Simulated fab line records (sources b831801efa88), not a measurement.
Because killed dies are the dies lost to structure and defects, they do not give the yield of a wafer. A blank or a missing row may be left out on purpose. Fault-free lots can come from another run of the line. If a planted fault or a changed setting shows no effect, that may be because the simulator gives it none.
A single fault, viewed from 2 desks | flow gf180mcu | each desk holds nothing but its own numbers, with what lay behind them at the end

## FROM THE METROLOGY DESK
Means of the sampled wafers that have a number, per lot and without regard to the tool the lot ran on: this is what the gauges read. Marked OUT: a lot whose mean sits more than 4 standard deviations from the usual mean, which makes it out of limits; the brackets give that distance.
Columns: A = NWELL_OVL at GF_NWELL_OVL_MEAS_07, usual 0.3 nm; B = LVPWELL_RS at GF_VT_IMPLANT_RS_MEAS_48, usual 1196 ohm/sq; C = cd_nm at GF_HV_LDD_CD_MEAS_07, usual 400.4 nm; D = HV_LDD_OVL at GF_HV_LDD_OVL_MEAS_08, usual -0.3 nm
lot  | first seen here | A    | B              | C     | D
L586 | day 3 06:46     | -0.4 | 1197           | 403.9 | 0.8
L587 | day 3 12:35     | -0.2 | 1190           | 399.9 | -0.2
L589 | day 3 22:29     | 1.8  | 1196           | 402.6 | -1.4
L590 | day 4 04:26     | 3.0  | 1200           | 401.2 | -1.5
L591 | day 4 10:14     | 0.4  | 1199           | 403.1 | 1.0
L592 | day 4 15:14     | 0.0  | 1194           | 399.1 | 0.7
L595 | day 5 08:29     | 0.7  | 1201           | 401.8 | -2.0
L596 | day 5 15:02     | -1.0 | 1259 (+20) OUT | 402.1 | -1.5
L598 | day 6 01:47     | 0.7  | 1254 (+18) OUT | 400.3 | -0.1
L599 | day 6 06:08     | 2.9  | 1249 (+16) OUT | 398.1 | 0.3
L604 | day 7 10:20     | -1.2 | 1196           | 396.9 | -1.3
L606 | day 7 19:43     | 0.5  | 1199           | 396.8 | -0.4
L607 | day 8 01:41     | -1.3 | 1197           | 400.2 | 1.0
L608 | day 8 08:11     | -1.0 | 1195           | 397.9 | -0.5
Per this desk, out of limits: L596, L598, L599; the first was L596, day 10 11:00 (LVPWELL_RS at GF_VT_IMPLANT_RS_MEAS_48). In limits: L586, L587, L589, L590, L591, L592, L595, L604, L606, L607, L608.

## DESK OF THE TOOL OWNER: implanter-01
For each lot that ran on this tool, the mean over its sampled wafers that have a number, from the tool's own readings at GF_LVPWELL_IMPLANT_08. Marked OUT: a lot whose mean sits more than 4 standard deviations from the usual mean, which makes it out of limits; the brackets give that distance.
Columns: A = dose_ions_cm2 at GF_LVPWELL_IMPLANT_08, usual 1.5001e+13; B = faraday_current_uA at GF_LVPWELL_IMPLANT_08, usual 84.5; C = tilt_deg at GF_LVPWELL_IMPLANT_08, usual -0.001 degrees
lot  | first seen here | A                    | B               | C
L587 | day 4 01:41     | 1.5008e+13           | 84.8            | 0.008
L589 | day 4 12:43     | 1.4996e+13           | 83.5            | 0.001
L590 | day 4 18:14     | 1.5016e+13           | 86.1            | 0.001
L592 | day 5 05:43     | 1.4994e+13           | 84.2            | -0.032
L596 | day 6 06:01     | 1.3646e+13 (-97) OUT | 78.1            | 0.019
L598 | day 6 17:19     | 1.3677e+13 (-95) OUT | 76.5 (-4.7) OUT | -0.013
L599 | day 6 21:53     | 1.3658e+13 (-96) OUT | 76.0 (-5.0) OUT | -0.016
L608 | day 9 00:46     | 1.5004e+13           | 84.0            | 0.023
This desk finds L596, L598, L599 out of limits, L596 being first, at day 6 06:01 (dose_ions_cm2 at GF_LVPWELL_IMPLANT_08). In limits: L587, L589, L590, L592, L608.

## BROUGHT TOGETHER
On L596, L598, L599, at day 6 06:01, an alarm was possible from the tool owner's desk.
On L596, L598, L599, the metrology desk was in a position to raise an alarm at day 10 11:00.
Of the lots named, all ran GF_LVPWELL_IMPLANT_08 on implanter-01.

## WHAT THE SIMULATOR PUT IN
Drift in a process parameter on implanter-01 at GF_LVPWELL_IMPLANT_08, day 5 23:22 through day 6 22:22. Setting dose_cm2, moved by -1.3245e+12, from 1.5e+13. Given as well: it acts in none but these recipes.
Shown lots that were struck: L596, L598, L599.
Hours from the fault's start to each desk's first reading out of limits: the tool owner's desk, 7; the metrology desk, 108.
